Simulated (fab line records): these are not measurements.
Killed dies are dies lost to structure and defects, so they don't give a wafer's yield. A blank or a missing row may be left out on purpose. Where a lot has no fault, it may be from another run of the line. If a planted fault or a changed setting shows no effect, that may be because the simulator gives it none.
Tool commonality check | flow sky130 | 13 lots, 39 wafers sampled

## THE REASON FOR OPENING IT
SKY_SD_P_OVL_MEAS_08, reading SD_P_OVL: flagged on 3 of 13 lots. No-fault wafers: -0.2 nm, standard deviation 1.4.
Rule: a lot gets a flag if all its wafers with a number sit over 4 standard deviations from that mean, or if no wafer of it has a number. The rest of the lots are taken to be sound.

lot  | measured     | on         | SD_P_OVL (nm), wafer by wafer | flag
L339 | day 25 11:14 | overlay-01 | 0.8 0.8 0.9                   |
L340 | day 25 15:25 | overlay-01 | -1.1 -1.5 -0.1                |
L341 | day 25 22:52 | overlay-02 | -1.2 -0.9 -0.3                |
L342 | day 26 13:19 | overlay-02 | 0.0 0.1 -0.8                  |
L344 | day 27 06:28 | overlay-02 | -1.6 -0.6 -1.7                |
L346 | day 28 01:50 | overlay-02 | -1.5 -2.4 -1.5                |
L347 | day 28 08:35 | overlay-01 | 0.3 -0.5 -0.5                 |
L348 | day 28 11:52 | overlay-01 | 2.3 2.1 2.7                   |
L349 | day 28 21:14 | overlay-01 | -53.0 -52.7 -53.1             | FLAGGED
L350 | day 29 08:19 | overlay-01 | -52.9 -52.5 -53.4             | FLAGGED
L351 | day 29 16:47 | overlay-02 | -51.4 -52.9 -51.9             | FLAGGED
L355 | day 30 15:55 | overlay-01 | -1.6 -2.1 -1.3                |
L358 | day 31 21:19 | overlay-02 | 1.7 0.3 0.6                   |
The mean of the flagged lots' numbers is -52.6 nm, -52.4 nm from the usual (-37 standard deviations).

## WHICH TOOL EACH LOT WENT THROUGH
The record holds 2 process steps before the reading, out of a route of 708 steps. Cell contents, in order: the tool; ch with the chambers the sampled wafers went through; the start.
lot  | flag    | SKY_LDD_HVP_STRIP_09                 | SKY_SD_P_EXPOSE_04
L339 |         | plasma_asher-01 ch 0,1, day 21 15:34 | iline_stepper-01 ch 0, day 24 21:00
L340 |         | plasma_asher-01 ch 0,1, day 21 20:41 | iline_stepper-02 ch 0, day 25 01:45
L341 |         | plasma_asher-01 ch 1, day 22 03:38   | iline_stepper-01 ch 0, day 25 09:05
L342 |         | plasma_asher-01 ch 0,1, day 22 17:59 | iline_stepper-01 ch 0, day 25 22:31
L344 |         | plasma_asher-02 ch 0,1, day 23 11:55 | iline_stepper-02 ch 0, day 26 16:21
L346 |         | plasma_asher-04 ch 0,1, day 24 05:37 | iline_stepper-02 ch 0, day 27 11:19
L347 |         | plasma_asher-02 ch 0,1, day 24 15:10 | iline_stepper-02 ch 0, day 27 18:54
L348 |         | plasma_asher-04 ch 0,1, day 24 19:35 | iline_stepper-01 ch 0, day 27 22:06
L349 | FLAGGED | plasma_asher-04 ch 0,1, day 25 04:10 | iline_stepper-02 ch 0, day 28 06:35
L350 | FLAGGED | plasma_asher-04 ch 0,1, day 25 16:07 | iline_stepper-02 ch 0, day 28 18:23
L351 | FLAGGED | plasma_asher-01 ch 0,1, day 25 23:57 | iline_stepper-02 ch 0, day 29 03:26
L355 |         | plasma_asher-02 ch 0,1, day 27 01:58 | iline_stepper-01 ch 0, day 30 02:32
L358 |         | plasma_asher-02 ch 0,1, day 28 06:17 | iline_stepper-01 ch 0, day 31 07:46
What is done by these steps:
- SKY_LDD_HVP_STRIP_09: strips in O2/N2.
- SKY_SD_P_EXPOSE_04: exposes mask PSDM, target cd 380 nm.
- SKY_SD_P_OVL_MEAS_08

## FLAGGED AGAINST TOTAL, ONE TOOL AT A TIME (gauges that did the reading follow at the end)
step                 | tool             | lots run | flagged | share of the flagged lots | sound lots run after its first flagged lot
SKY_LDD_HVP_STRIP_09 | plasma_asher-01  | 5        | 1       | some                      | 0
SKY_LDD_HVP_STRIP_09 | plasma_asher-02  | 4        | 0       | none                      | -
SKY_LDD_HVP_STRIP_09 | plasma_asher-04  | 4        | 2       | some                      | 0
SKY_SD_P_EXPOSE_04   | iline_stepper-01 | 6        | 0       | none                      | -
SKY_SD_P_EXPOSE_04   | iline_stepper-02 | 7        | 3       | all                       | 0
SKY_SD_P_OVL_MEAS_08 | overlay-01       | 7        | 2       | some                      | 1 (L355)
SKY_SD_P_OVL_MEAS_08 | overlay-02       | 6        | 1       | some                      | 1 (L358)

## THE TABLE: WHAT IT ALLOWS
Rows of the table that ran each flagged lot: 1, that is iline_stepper-02 at SKY_SD_P_EXPOSE_04.
- iline_stepper-02 at SKY_SD_P_EXPOSE_04: 3 of its 7 lots flagged. Last sound lot L347 at day 27 18:54, first flagged lot L349 at day 28 06:35; a fault beginning in between fits.
Left over: one tool, iline_stepper-02 at SKY_SD_P_EXPOSE_04.

## WHAT THE SIMULATOR HAD INSERTED
Scanner matching overlay: iline_stepper-02, from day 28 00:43 on, at SKY_SD_P_EXPOSE_04. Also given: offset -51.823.
Shown lots that were struck: L349, L350, L351. The same result came from the rule above.
